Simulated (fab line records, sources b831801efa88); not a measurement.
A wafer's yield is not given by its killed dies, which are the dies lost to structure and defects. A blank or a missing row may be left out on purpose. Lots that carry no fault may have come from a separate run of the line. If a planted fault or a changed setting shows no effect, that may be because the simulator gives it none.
fab line records | flow sky130
record: lots: 6 | wafers: 18 | last-day: 51
route steps=708 shown METAL4@634 VIA4@639 PAD_OPEN@708
lots that met no fault: taken from a fault-free run of the same line
start-h: the number of hours between the record's first day and the start of the first shown wafer of the lot | wait-h: time in hours since the lot's previous step | " identical to the entry in the row above | L1.1+2: a single row standing in for several wafers | - value missing, or start not given | * or withheld: withheld | < > ~ a bound
route shown NAME@n: names a module that has steps shown in the file, with the first one's number in the route | usual: the fault-free wafers' mean and standard deviation | same: alike in all rows | chamber/n: place in a boat | sites: readings site by site | _std_site: the values' standard deviation | _edge_site: inner sites' mean taken away from outer sites' mean | radius-mm: how far each site lies from the wafer's centre | mask NAME#n: copy n | behind: the most recent tool/chamber to have shaped the wafer | hold: why the lot was held/for how many hours/how that ended | device: the n, p or np transistor that did not switch | end of line: the route-end tests of the same wafers | where a step has no rows: the recipe by itself | killed: dies that structure and defects cost at the first sort, which is not the same as the wafer's yield | map: per-die view of a wafer (x killed, . not killed, _ where there is no die)
set.NAME: the run value of the setting; set.NAME@STEP: its run value at that earlier step | model.NAME: the simulator's own value behind a step, which no gauge read
lots at selected steps of the route; one table per step, one row per wafer
services: the hour from which a tool's chamber was out of use, counted from the record's first day as start-h (under 0 if before that day), plus the number of hours and why
== steps ==
step: SKY_METAL4_METAL_ETCH_18
recipe: target-depth-a: 8450 | stop-on: SiO2 | over-etch-frac: 0.3 | time-s: 183.1 | chemistry: Cl2/BCl3 | resist-sidewall-deg: 88 | pressure-mtorr: 10 | icp-w: 900 | bias-w: 48.5 | Cl2_flow_sccm: 60 | bcl3-flow-sccm: 30
usual: chamber-pressure-mTorr: 10.001/0.0083 | drypump-motor-current-A: 5.5/0.46 | oes-product-au: 0.874/0.0061 | throttle-valve-pct: 22.265/0.0096
same: time-s: 183.1
lot.wafer | tool         | chamber | start-h | wait-h | chamber-pressure-mTorr | drypump-motor-current-A | oes-product-au | rf-hours-counter-h | throttle-valve-pct
L141.1    | rie-metal-02 | 1       | 967.91  | 0.0    | 9.995                  | 5.1                     | 0.870          | 10                 | 22.256
L141.4    | "            | 0       | "       | "      | 10.004                 | 5.3                     | 0.877          | -                  | 22.255
L141.6    | "            | 1       | "       | "      | 9.996                  | 5.1                     | 0.876          | -                  | 22.257
L152.2    | rie-metal-02 | 1       | 1047.61 | 0.0    | 10.011                 | 5.1                     | 0.884          | 15                 | 22.250
L152.3    | "            | 0       | "       | "      | 10.011                 | 5.3                     | 0.864          | -                  | 22.266
L152.5    | "            | 0       | "       | "      | 10.004                 | 5.3                     | 0.873          | -                  | 22.259
L155.2    | rie-metal-04 | 0       | 1065.91 | 0.0    | 10.013                 | 6.1                     | 0.876          | 17                 | 22.275
L155.4    | "            | 0       | "       | "      | 10.005                 | 6.1                     | 0.870          | -                  | 22.258
L155.6    | "            | 0       | "       | "      | 9.989                  | 6.1                     | 0.886          | -                  | 22.274
L156.1    | rie-metal-04 | 1       | 1071.31 | 0.0    | 9.993                  | 6.3                     | 0.883          | 11                 | 22.283
L156.2    | "            | 0       | "       | "      | 9.997                  | 6.1                     | 0.872          | 17                 | 22.271
L156.6    | "            | 1       | "       | "      | 10.004                 | 6.3                     | 0.874          | -                  | 22.253
L161.2    | rie-metal-04 | 1       | 1107.54 | 0.0    | 10.000                 | 6.3                     | 0.871          | 13                 | 22.269
L161.4    | "            | 0       | "       | "      | 10.002                 | 6.1                     | 0.877          | -                  | 22.268
L161.6    | "            | 1       | "       | "      | 10.003                 | 6.3                     | 0.865          | -                  | 22.268
L164.1    | rie-metal-03 | 0       | 1145.06 | 0.0    | 10.005                 | 5.1                     | 0.881          | 23                 | 22.252
L164.4    | "            | 1       | "       | "      | 10.002                 | 5.5                     | 0.870          | -                  | 22.263
L164.6    | "            | 0       | "       | "      | 9.999                  | 5.1                     | 0.881          | -                  | 22.256
step: SKY_METAL4_STRIP_19
recipe: chemistry: O2/N2 | power-w: 1400 | pressure-mtorr: 1500 | platen-temp-c: withheld | o2-flow-sccm: 3000 | n2-flow-sccm: 300 | overash-fraction: 0.5
usual: chamber-pressure-mTorr: 1500.2/1.4 | drypump-motor-current-A: 6.0/0.34 | oes-product-au: 0.501/0.0065 | strip-time-to-endpoint-s: 6.51/0.11
lot.wafer | tool            | chamber | start-h | wait-h | chamber-pressure-mTorr | drypump-motor-current-A | oes-product-au | rf-hours-counter-h | strip-time-to-endpoint-s
L141.1    | plasma-asher-01 | 0       | 968.09  | 0.1    | 1501.6                 | 5.5                     | 0.505          | 56                 | 6.55
L141.4    | "               | 1       | "       | "      | 1501.2                 | 6.3                     | 0.504          | -                  | 6.58
L141.6    | "               | 1       | "       | "      | 1501.9                 | 6.3                     | 0.504          | -                  | 6.59
L152.2    | plasma-asher-01 | 0       | 1047.79 | 0.1    | 1498.8                 | 5.5                     | 0.501          | 64                 | 6.44
L152.3    | "               | 1       | "       | "      | 1502.4                 | 6.3                     | 0.503          | -                  | 6.48
L152.5    | "               | 1       | "       | "      | 1500.3                 | 6.3                     | 0.505          | -                  | 6.47
L155.2    | plasma-asher-01 | 0       | 1066.09 | 0.1    | 1500.9                 | 5.5                     | 0.492          | 66                 | 6.30
L155.4    | "               | 0       | "       | "      | 1497.9                 | 5.6                     | 0.495          | -                  | 6.33
L155.6    | "               | 0       | "       | "      | 1500.4                 | 5.5                     | 0.497          | -                  | 6.33
L156.1    | plasma-asher-01 | 1       | 1071.49 | 0.1    | 1499.7                 | 6.2                     | 0.501          | 67                 | 6.36
L156.2    | "               | 0       | "       | "      | 1498.9                 | 5.5                     | 0.502          | 67                 | 6.45
L156.6    | "               | 0       | "       | "      | 1498.0                 | 5.5                     | 0.489          | -                  | 6.36
L161.2    | plasma-asher-01 | 0       | 1107.72 | 0.1    | 1498.4                 | 5.5                     | 0.501          | 71                 | 6.43
L161.4    | "               | 1       | "       | "      | 1499.7                 | 6.3                     | 0.499          | -                  | 6.41
L161.6    | "               | 1       | "       | "      | 1502.0                 | 6.3                     | 0.495          | -                  | 6.45
L164.1    | plasma-asher-01 | 0       | 1145.24 | 0.1    | 1501.4                 | 5.5                     | 0.504          | 75                 | 6.60
L164.4    | "               | 1       | "       | "      | 1500.4                 | 6.3                     | 0.513          | -                  | 6.66
L164.6    | "               | 1       | "       | "      | 1499.8                 | 6.3                     | 0.509          | -                  | 6.60
step: SKY_METAL4_STRIP_20
recipe: chemistry: post-etch-residue-remover | time-s: 1200 | temp-c: 72.5
step: SKY_METAL4_CLEAN_21
recipe: chemistry: IPA | time-s: 180 | temp-c: 25
step: SKY_METAL4_CLEAN_22
recipe: chemistry: O3/DIW | dry: n2-spin
step: SKY_VIA4_HDPCVD_00
recipe: material: SiO2 | target-thk-nm: 1750 | sigma-open-frac: 0.3 | time-s: 291.7 | temp-c: 400 | sih4-flow-sccm: 60 | pressure-mtorr: 6
step: SKY_VIA4_THK_MEAS_01
recipe: reads: SiO2_of_VIA4_HDPCVD_00
usual: VIA4_HDPCVD_THK: 1745/16
lot.wafer | tool          | chamber | start-h | wait-h | VIA4_HDPCVD_THK[nm]
L141.1    | film-metro-01 | -       | 968.87  | 0.1    | 1734
L141.4    | "             | -       | "       | "      | 1745
L141.6    | "             | -       | "       | "      | 1721
L152.2    | film-metro-01 | -       | 1048.57 | 0.1    | 1751
L152.3    | "             | -       | "       | "      | 1739
L152.5    | "             | -       | "       | "      | 1733
L155.2    | film-metro-01 | -       | 1066.88 | 0.1    | 1726
L155.4    | "             | -       | "       | "      | 1743
L155.6    | "             | -       | "       | "      | 1748
L156.1    | film-metro-01 | -       | 1072.30 | 0.1    | 1723
L156.2    | "             | -       | "       | "      | 1731
L156.6    | "             | -       | "       | "      | 1698
L161.2    | film-metro-04 | -       | 1108.50 | 0.1    | 1729
L161.4    | "             | -       | "       | "      | 1741
L161.6    | "             | -       | "       | "      | 1748
L164.1    | film-metro-04 | -       | 1146.01 | 0.1    | 1728
L164.4    | "             | -       | "       | "      | 1737
L164.6    | "             | -       | "       | "      | 1747
step: SKY_VIA4_CMP_02
recipe: material: SiO2 | down-force-psi: 4 | platen-rpm: 60 | pad-velocity-m-s: 0.94248
usual: motor-current-A: 12.4/0.88
lot.wafer | tool   | chamber | start-h | wait-h | motor-current-A
L141.4    | cmp-02 | 1       | 972.74  | 3.8    | 13.7
L141.1    | "      | 2       | "       | "      | 13.0
L141.6    | "      | 3       | "       | "      | 12.0
L152.2    | cmp-02 | 3       | 1048.67 | 0.1    | 12.3
L152.3    | "      | 0       | "       | "      | 12.0
L152.5    | "      | 3       | "       | "      | 12.7
L155.2    | cmp-01 | 1       | 1066.93 | 0.0    | 12.8
L155.4    | "      | 3       | "       | "      | 12.8
L155.6    | "      | 1       | "       | "      | 13.3
L156.2    | cmp-01 | 0       | 1072.41 | 0.1    | 11.1
L156.1    | "      | 2       | "       | "      | 11.9
L156.6    | "      | 0       | "       | "      | 10.6
L161.4    | cmp-02 | 0       | 1108.72 | 0.2    | 12.7
L161.2    | "      | 1       | "       | "      | 14.3
L161.6    | "      | 2       | "       | "      | 13.2
L164.1    | cmp-02 | 1       | 1146.17 | 0.1    | 13.9
L164.4    | "      | 2       | "       | "      | 12.6
L164.6    | "      | 0       | "       | "      | 11.9
step: SKY_VIA4_BOW_MEAS_03
recipe: mode: bow
usual: VIA4_BOW: 79/9.3
lot.wafer | tool          | chamber | start-h | wait-h | VIA4_BOW[um]
L141.1    | film-metro-04 | -       | 972.94  | 0.1    | 83
L141.4    | "             | -       | "       | "      | 83
L141.6    | "             | -       | "       | "      | 77
L152.2    | film-metro-02 | -       | 1048.94 | 0.2    | 92
L152.3    | "             | -       | "       | "      | 84
L152.5    | "             | -       | "       | "      | 81
L155.2    | film-metro-02 | -       | 1067.25 | 0.3    | 90
L155.4    | "             | -       | "       | "      | 82
L155.6    | "             | -       | "       | "      | 92
L156.1    | film-metro-02 | -       | 1072.66 | 0.1    | 63
L156.2    | "             | -       | "       | "      | 75
L156.6    | "             | -       | "       | "      | 74
L161.2    | film-metro-02 | -       | 1108.94 | 0.1    | 79
L161.4    | "             | -       | "       | "      | 74
L161.6    | "             | -       | "       | "      | 71
L164.1    | film-metro-01 | -       | 1146.37 | 0.1    | 76
L164.4    | "             | -       | "       | "      | 65
L164.6    | "             | -       | "       | "      | 72
step: SKY_VIA4_DEHYDRATE_04
recipe: temp-c: 200 | time-s: 60
step: SKY_VIA4_HMDS_05
recipe: prime-time-s: 60 | prime-temp-c: 120
step: SKY_VIA4_COAT_06
recipe: resist: NOVOLAK | spin-rpm: 3000 | resist-thk-nm: 1140
step: SKY_VIA4_SOFTBAKE_07
recipe: temp-c: 90 | time-s: 60 | resist: NOVOLAK
usual: exhaust-pa: 45.0/0.92 | resist-line-temp-C: 23.01/0.091 | run-length-s: 89.32/0.13
lot.wafer | tool           | chamber | start-h | wait-h | exhaust-pa | resist-line-temp-C | run-length-s
L141.1    | litho-track-04 | 0       | 985.08  | 0.1    | 44.7       | 22.98              | 89.35
L141.4    | "              | 0       | "       | "      | 44.9       | 23.08              | 89.23
L141.6    | "              | 0       | "       | "      | 44.6       | 22.99              | 89.29
L152.2    | litho-track-03 | 0       | 1061.16 | 0.1    | 43.1       | 23.12              | 89.40
L152.3    | "              | 0       | "       | "      | 45.7       | 23.11              | 89.42
L152.5    | "              | 0       | "       | "      | 44.7       | 22.97              | 89.46
L155.2    | litho-track-04 | 0       | 1077.65 | 0.1    | 45.8       | 23.05              | 95.44
L155.4    | "              | 0       | "       | "      | 45.5       | 23.03              | 95.77
L155.6    | "              | 0       | "       | "      | 46.1       | 22.96              | 95.53
L156.1    | litho-track-04 | 0       | 1084.33 | 0.1    | 44.1       | 23.02              | 95.39
L156.2    | "              | 0       | "       | "      | 44.8       | 23.02              | 95.46
L156.6    | "              | 0       | "       | "      | 44.7       | 22.96              | 95.35
L161.2    | litho-track-03 | 0       | 1117.31 | 0.1    | 45.2       | 23.04              | 89.49
L161.4    | "              | 0       | "       | "      | 45.5       | 23.16              | 89.35
L161.6    | "              | 0       | "       | "      | 47.0       | 22.84              | 89.57
L164.1    | litho-track-02 | 0       | 1154.71 | 0.1    | 43.1       | 22.93              | 89.29
L164.4    | "              | 0       | "       | "      | 45.0       | 22.94              | 89.19
L164.6    | "              | 0       | "       | "      | 44.2       | 23.09              | 89.41
step: SKY_VIA4_EXPOSE_08
recipe: mask-id: VIM4 | na: 0.6 | source-shape: conventional | sigma-outer: 0.6 | polarization: unpolarized | target-cd-nm: 800 | dose-mj: 132
step: SKY_PAD_OPEN_PROBE_99
usual: defect-limited-yield: 82.2/2 | killed_at_M0_to_M3: 43/6.4 | killed_at_M4_up: 3.2/1.8 | killed-at-contacts: 25/5.8 | killed-at-front-end: 16/4.1 | killed-at-other: 0.2/0.47 | killed-dies: 88/9.9 | killed-open: 47/7.3 | killed-short: 40/7.1 | sort_bin_3_pad_short: 0.9/0.41 | sort_bin_5_function: 10.6/1.6 | sort_bin_6_memory: 6.3/1.2 | sort-n-pass: 404/9.9 | sort-yield-pct: 82.2/2
same: gross-dies: 492 | killed-at-back-side: 0 | sort_bin_4_leakage[%]: 0 | sort_bin_8_speed[%]: 0
lot.wafer | tool      | chamber | start-h | wait-h | defect-limited-yield[%] | killed_at_M0_to_M3 | killed_at_M4_up | killed-at-contacts | killed-at-front-end | killed-at-other | killed-dies | killed-open | killed-short | sort_bin_3_pad_short[%] | sort_bin_5_function[%] | sort_bin_6_memory[%] | sort-n-pass | sort-yield-pct[%]
L141.1    | prober-01 | -       | 1067.76 | 0.1    | 83.9                    | 39                 | 3               | 28                 | 9                   | 0               | 79          | 44          | 35           | 1.2                     | 11.0                   | 3.9                  | 413         | 83.9
L141.4    | prober-01 | -       | 1067.91 | 0.2    | 85.0                    | 39                 | 2               | 20                 | 13                  | 0               | 74          | 38          | 36           | 0.4                     | 9.3                    | 5.3                  | 418         | 85.0
L141.6    | prober-01 | -       | 1068.01 | 0.2    | 82.3                    | 44                 | 2               | 25                 | 15                  | 1               | 87          | 43          | 44           | 1.0                     | 9.6                    | 7.1                  | 405         | 82.3
L152.3    | prober-02 | -       | 1135.73 | 0.2    | 84.3                    | 38                 | 3               | 21                 | 15                  | 0               | 77          | 42          | 35           | 1.4                     | 8.9                    | 5.3                  | 415         | 84.3
L155.2    | prober-01 | -       | 1152.68 | 0.1    | 81.1                    | 47                 | 3               | 24                 | 19                  | 0               | 93          | 48          | 44           | 1.2                     | 12.4                   | 5.3                  | 399         | 81.1
L155.4    | prober-01 | -       | 1152.78 | 0.2    | 80.5                    | 51                 | 4               | 29                 | 12                  | 0               | 96          | 46          | 50           | 1.2                     | 12.0                   | 6.3                  | 396         | 80.5
L155.6    | prober-01 | -       | 1152.88 | 0.2    | 82.3                    | 40                 | 6               | 22                 | 18                  | 1               | 87          | 51          | 35           | 1.0                     | 10.2                   | 6.5                  | 405         | 82.3
L156.1    | prober-02 | -       | 1156.46 | 0.1    | 80.5                    | 47                 | 3               | 31                 | 15                  | 0               | 96          | 55          | 39           | 1.0                     | 9.1                    | 9.3                  | 396         | 80.5
L156.2    | prober-02 | -       | 1156.51 | 0.1    | 81.7                    | 34                 | 6               | 33                 | 17                  | 0               | 90          | 42          | 45           | 1.6                     | 9.6                    | 7.1                  | 402         | 81.7
L156.6    | prober-02 | -       | 1156.71 | 0.2    | 81.3                    | 50                 | 3               | 23                 | 15                  | 1               | 92          | 42          | 50           | 1.4                     | 12.0                   | 5.3                  | 400         | 81.3
killed by level:class
L141.1 CONTACT:geometric-particle:open=13 VIA1:geometric-particle:open=7 LI_CONTACT:geometric-particle:open=6 METAL1:geometric-particle:short=6 VIA2:geometric-particle:open=6 FIELD_ISO:geometric-particle:short=4 CONTACT:geometric-particle:short=4 VIA1:geometric-particle:short=4
L141.4 LI_CONTACT:geometric-particle:open=7 VIA1:geometric-particle:open=7 METAL2:geometric-particle:short=6 CONTACT:geometric-particle:open=5 METAL1:geometric-particle:short=5 VIA2:geometric-particle:open=5 VIA1:geometric-particle:short=4 CONTACT:geometric-particle:short=4
L141.6 VIA1:geometric-particle:open=9 CONTACT:geometric-particle:open=8 LOCAL_INTERCONNECT:geometric-particle:short=7 VIA2:geometric-particle:open=7 CONTACT:geometric-particle:short=5 VIA3:geometric-particle:open=5 FIELD_ISO:geometric-particle:short=4 POLY_GATE:geometric-particle:short=4
L152.3 VIA1:geometric-particle:open=10 LI_CONTACT:geometric-particle:open=7 VIA1:geometric-particle:short=6 CONTACT:geometric-particle:open=5 METAL2:geometric-particle:short=5 FIELD_ISO:geometric-particle:open=4 FIELD_ISO:geometric-particle:short=4 VIA2:geometric-particle:open=4
L155.2 VIA1:geometric-particle:open=9 LI_CONTACT:geometric-particle:open=9 METAL2:geometric-particle:short=9 POLY_GATE:geometric-particle:short=8 CONTACT:geometric-particle:open=7 VIA2:geometric-particle:open=7 CONTACT:geometric-particle:short=6 VIA3:geometric-particle:open=5
L155.4 VIA1:geometric-particle:open=11 VIA3:geometric-particle:open=9 VIA1:geometric-particle:short=9 CONTACT:geometric-particle:short=9 LI_CONTACT:geometric-particle:open=8 CONTACT:geometric-particle:open=8 METAL2:geometric-particle:short=7 VIA2:geometric-particle:open=5
L155.6 VIA1:geometric-particle:open=13 LI_CONTACT:geometric-particle:open=9 CONTACT:geometric-particle:open=9 FIELD_ISO:geometric-particle:short=6 VIA2:geometric-particle:open=6 POLY_GATE:geometric-particle:open=5 VIA1:geometric-particle:short=5 METAL2:geometric-particle:short=5
L156.1 LI_CONTACT:geometric-particle:open=11 CONTACT:geometric-particle:open=9 VIA2:geometric-particle:open=9 METAL1:geometric-particle:short=6 VIA3:geometric-particle:open=6 VIA1:geometric-particle:open=5 VIA1:geometric-particle:short=5 METAL3:geometric-particle:short=5
L156.2 VIA1:geometric-particle:open=12 CONTACT:geometric-particle:open=10 LOCAL_INTERCONNECT:geometric-particle:short=7 CONTACT:geometric-particle:short=6 METAL4:geometric-particle:short=6 FIELD_ISO:geometric-particle:open=5 LI_CONTACT:geometric-particle:open=4 VIA1:geometric-particle:short=4
L156.6 VIA1:geometric-particle:open=10 CONTACT:geometric-particle:open=10 VIA1:geometric-particle:short=8 METAL2:geometric-particle:short=8 LOCAL_INTERCONNECT:geometric-particle:short=6 VIA2:geometric-particle:open=6 VIA3:geometric-particle:short=6 VIA2:geometric-particle:short=5
== services ==
tool            | chamber | start-h | hours | kind
rie-metal-02    | 0       | 944.98  | 5.0   | repair
plasma-asher-01 | -       | 948.41  | 1.1   | repair
rie-metal-04    | 0       | 954.30  | 8.3   | repair
rie-metal-03    | -       | 963.72  | 1.4   | pm
cmp-01          | -       | 974.27  | 2.0   | repair
cmp-02          | -       | 1011.21 | 2.0   | repair
cmp-02          | -       | 1011.47 | 1.0   | repair
cmp-01          | -       | 1016.61 | 4.9   | repair
cmp-01          | -       | 1048.42 | 0.9   | repair
rie-metal-02    | 0       | 1082.37 | 5.1   | repair
cmp-01          | -       | 1091.23 | 4.0   | pm
cmp-01          | -       | 1095.23 | -     | consumable-replace:conditioner
cmp-01          | -       | 1095.23 | -     | consumable-replace:pad
cmp-01          | -       | 1109.14 | 3.9   | pm
litho-track-04  | -       | 1109.97 | -     | consumable-replace:filter
cmp-01          | -       | 1116.77 | 1.7   | repair
rie-metal-02    | -       | 1130.12 | 0.7   | repair
== key ==
first-sign: step: SKY_VIA4_SOFTBAKE_07 | reading: run-length-s | direction: up | sigmas: 49 | usual: * | struck: *
effect none on later readings
met-at SKY_VIA4_SOFTBAKE_07
struck-wafers L155.2,L155.4,L155.6,L156.1,L156.2,L156.6
onset-between 985.08 1077.65
fault: kind: process-parameter-drift | tool: litho-track-04 | chamber: - | onset-h: 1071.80 | steps: SKY_VIA4_SOFTBAKE_07 | channel: time-s | offset: * | shape: step | end-h: 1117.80 | acts-in: * | stated: *
